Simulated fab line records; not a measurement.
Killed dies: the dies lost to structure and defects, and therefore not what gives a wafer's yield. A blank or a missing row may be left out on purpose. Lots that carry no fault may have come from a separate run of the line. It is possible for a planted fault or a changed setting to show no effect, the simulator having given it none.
Split-lot trial ; flow gf180mcu ; route with 602 steps; 5 lots, 23 wafers read

## ON THE SPLIT
At GF_V4_COAT_09 (resist thk 1000 nm), the setting resist-thk-nm was moved away from the recipe's 1000 nm on 7 of the 23 wafers read, by -4.4% to +5.5%. All remaining wafers had this setting at the recipe value.

## FROM SPLIT TO READING: 1 step shown by the file between the two
- GF_V4_ETCH_17: etches SiO2 in C4F8/O2/Ar, stops on TiN, target depth 630 nm (also split here: bias-w)

## THE READING
oes-product-au, in a.u., at GF_V4_STRIP_18 (strips in O2/N2). A value of 0.590 a.u. with a standard deviation of 0.0044 a.u. is what fault-free wafers of this fab line usually give.

wafer;tool, chamber at the split;resist-thk-nm as run, nm;against the recipe;oes-product-au, a.u.;against lot-mates on the recipe
L074.1;litho-track-04, 0;1000;recipe;0.592;-
L074.2;litho-track-04, 0;1000;recipe;0.590;-
L074.3;litho-track-04, 0;1000;recipe;0.590;-
L078.1;litho-track-04, 0;956.2;-4.4%;0.569;-0.022
L078.2;litho-track-04, 0;956.2;-4.4%;0.569;-0.022
L078.3;litho-track-04, 0;1000;recipe;0.588;-
L078.4;litho-track-04, 0;956.2;-4.4%;0.576;-0.015
L078.6;litho-track-04, 0;1000;recipe;0.593;-
L081.1;litho-track-04, 0;1000;recipe;0.593;-
L081.3;litho-track-04, 0;1000;recipe;0.583;-
L081.4;litho-track-04, 0;1000;recipe;0.595;-
L081.5;litho-track-04, 0;1000;recipe;0.590;-
L081.6;litho-track-04, 0;1000;recipe;0.582;-
L082.1;litho-track-04, 0;1000;recipe;0.589;-
L082.3;litho-track-04, 0;1000;recipe;0.592;-
L082.4;litho-track-04, 0;1000;recipe;0.596;-
L082.5;litho-track-04, 0;1055;+5.5%;0.610;+0.018
L082.6;litho-track-04, 0;1055;+5.5%;0.607;+0.015
L085.1;litho-track-03, 0;1054;+5.4%;0.615;+0.024
L085.2;litho-track-03, 0;1000;recipe;0.590;-
L085.3;litho-track-03, 0;1000;recipe;0.596;-
L085.4;litho-track-03, 0;1000;recipe;0.586;-
L085.6;litho-track-03, 0;1054;+5.4%;0.612;+0.021

THE FIT
A straight line over all 23 wafers: oes-product-au changes by +0.00399 a.u. for each +1% of resist-thk-nm; r = +0.94; the points scatter about the line by 0.004 a.u.
The same after taking each lot's own level away (the mean of its wafers on the recipe; 23 wafers): +0.00386 a.u. for each +1%; r = +0.94; scatter 0.004 a.u.
The reading moves by 0.021 a.u. for the largest change in resist-thk-nm, on that fit.
From 0.5886 to 0.5923 a.u.: that is the span of the lots' own levels, equal to 0.8 times the standard deviation above.
Hence the lot-to-lot level has little effect on the slope; both slopes agree.
Check: with one of the wafers moved furthest among these (+5.5%) left out of the fit, the line predicts +0.0214 a.u. for it against its lot-mates. Against them it came out at +0.0177 a.u.

## OTHER SPLITS ON THESE WAFERS
Before the reading, these wafers also passed through other splits. Each is held against what the fit with the lots' levels taken away leaves over:
other split on the same wafers;wafers away from the commonest value;r with oes-product-au (lot level and that fit taken away)
GF_V4_CMP_04 leave-above-ref-nm;7;-0.25
GF_V4_ETCH_17 bias-w;5;-0.38

## THE WHOLE CHAIN: every reading that the file lists as answering this split, in the file's order
step;what it does;reading;change (the file's fit);r (the file's)
GF_V4_COAT_09;resist thk 1000 nm;KrF_of_V4_COAT_09.thk-nm (the simulator's own value, which no gauge read);+9.85 nm for each +1% of the setting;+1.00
GF_V4_STRIP_18;strips in O2/N2;oes-product-au;+0.00375 a.u. for each +1% of the setting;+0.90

## FILE'S OWN FIT
oes-product-au changes by +0.00375 a.u. for each +1% of resist-thk-nm, r = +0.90.
